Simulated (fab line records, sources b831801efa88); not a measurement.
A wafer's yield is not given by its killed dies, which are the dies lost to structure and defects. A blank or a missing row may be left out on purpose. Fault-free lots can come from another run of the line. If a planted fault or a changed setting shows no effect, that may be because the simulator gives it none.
Split-lot trial | flow gf180mcu | 23 wafers read across 5 lots, on a route 602 steps long

## ON THE SPLIT
At GF_NSD_COAT_02 (resist thk 1000 nm), the setting resist thk nm was moved away from the recipe's 1000 nm on 6 of the 23 wafers read, by -3.0% to +2.5%. All remaining wafers had this setting at the recipe value.

Reading taken at the split's own step.

## THE READING
NOVOLAK_of_NSD_COAT_02.thk nm (the simulator's own value, which no gauge read), in nm, at GF_NSD_COAT_02 (resist thk 1000 nm). The file gives no usual value for it. Average 999.7 nm, standard deviation 2.9 nm, over the 17 wafers here run with the recipe.

wafer  | tool, chamber at the split | resist thk nm as run, nm | against the recipe | NOVOLAK_of_NSD_COAT_02.thk nm, nm | against lot-mates on the recipe
L076.2 | litho track-02, 0          | 1025                     | +2.5%              | 1021                              | +22.4
L076.3 | litho track-02, 0          | 1000                     | recipe             | 1001                              | -
L076.4 | litho track-02, 0          | 1000                     | recipe             | 996.3                             | -
L076.5 | litho track-02, 0          | 1025                     | +2.5%              | 1022                              | +23.4
L076.6 | litho track-02, 0          | 1025                     | +2.5%              | 1022                              | +23.4
L077.1 | litho track-03, 0          | 1000                     | recipe             | 996.8                             | -
L077.2 | litho track-03, 0          | 1000                     | recipe             | 997.7                             | -
L077.6 | litho track-03, 0          | 1000                     | recipe             | 999.2                             | -
L080.1 | litho track-03, 0          | 1000                     | recipe             | 996.3                             | -
L080.2 | litho track-03, 0          | 1000                     | recipe             | 996.6                             | -
L080.3 | litho track-03, 0          | 1000                     | recipe             | 995.4                             | -
L080.5 | litho track-03, 0          | 1000                     | recipe             | 998.2                             | -
L080.6 | litho track-03, 0          | 1000                     | recipe             | 997.8                             | -
L082.1 | litho track-02, 0          | 970                      | -3.0%              | 974.8                             | -28.2
L082.2 | litho track-02, 0          | 1000                     | recipe             | 1003                              | -
L082.5 | litho track-02, 0          | 1000                     | recipe             | 1003                              | -
L082.3 | litho track-02, 0          | 970                      | -3.0%              | 973.7                             | -29.3
L082.6 | litho track-02, 0          | 970                      | -3.0%              | 971.9                             | -31.1
L084.1 | litho track-02, 0          | 1000                     | recipe             | 1002                              | -
L084.2 | litho track-02, 0          | 1000                     | recipe             | 1003                              | -
L084.3 | litho track-02, 0          | 1000                     | recipe             | 1003                              | -
L084.5 | litho track-02, 0          | 1000                     | recipe             | 1003                              | -
L084.6 | litho track-02, 0          | 1000                     | recipe             | 1003                              | -

FIT RESULTS
A straight line over all 23 wafers: NOVOLAK_of_NSD_COAT_02.thk nm changes by +8.76 nm for each +1% of resist thk nm; r = +0.98; the points scatter about the line by 2.6 nm.
The same after taking each lot's own level away (the mean of its wafers on the recipe; 23 wafers): +9.58 nm for each +1%; r = +1.00; scatter 1.2 nm.
Per that fit: largest resist thk nm move, reading shift of 29 nm.
The lots' own levels span 996.86 to 1003.00 nm, that is 2.1 times the standard deviation above.
Hence the lot-to-lot level has little effect on the slope; both slopes agree.
Check: -29.2 nm against its lot-mates is what the line predicts for one of the wafers moved furthest among these (-3.0%) when that wafer is left out of the fit. It came out at -28.2 nm against them.

## OTHER SPLITS APPLIED TO THESE WAFERS
Other splits were also applied to these wafers ahead of the reading. Each is held against what the fit with the lots' levels taken away leaves over:
other split on the same wafers  | wafers away from the commonest value | r with NOVOLAK_of_NSD_COAT_02.thk nm (lot level and that fit taken away)
GF_HV_LDD_SOFTBAKE_03 temp c    | 11                                   | +0.08
GF_HV_LDD_IMPLANT_34 dose cm2   | 9                                    | -0.17
GF_HV_LDD_IMPLANT_48 energy kev | 8                                    | +0.11

## THE WHOLE CHAIN: every reading that the file lists as answering this split, in the file's order
step            | what it does       | reading                                                                        | change (the file's fit)              | r (the file's)
GF_NSD_COAT_02  | resist thk 1000 nm | NOVOLAK_of_NSD_COAT_02.thk nm (the simulator's own value, which no gauge read) | +9.58 nm for each +1% of the setting | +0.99
GF_NSD_STRIP_11 | strips in O2/N2    | strip time to endpoint s                                                       | withheld for each +1% of the setting | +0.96

## FILE'S OWN FIT
NOVOLAK_of_NSD_COAT_02.thk nm changes by +9.58 nm for each +1% of resist thk nm, r = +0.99.
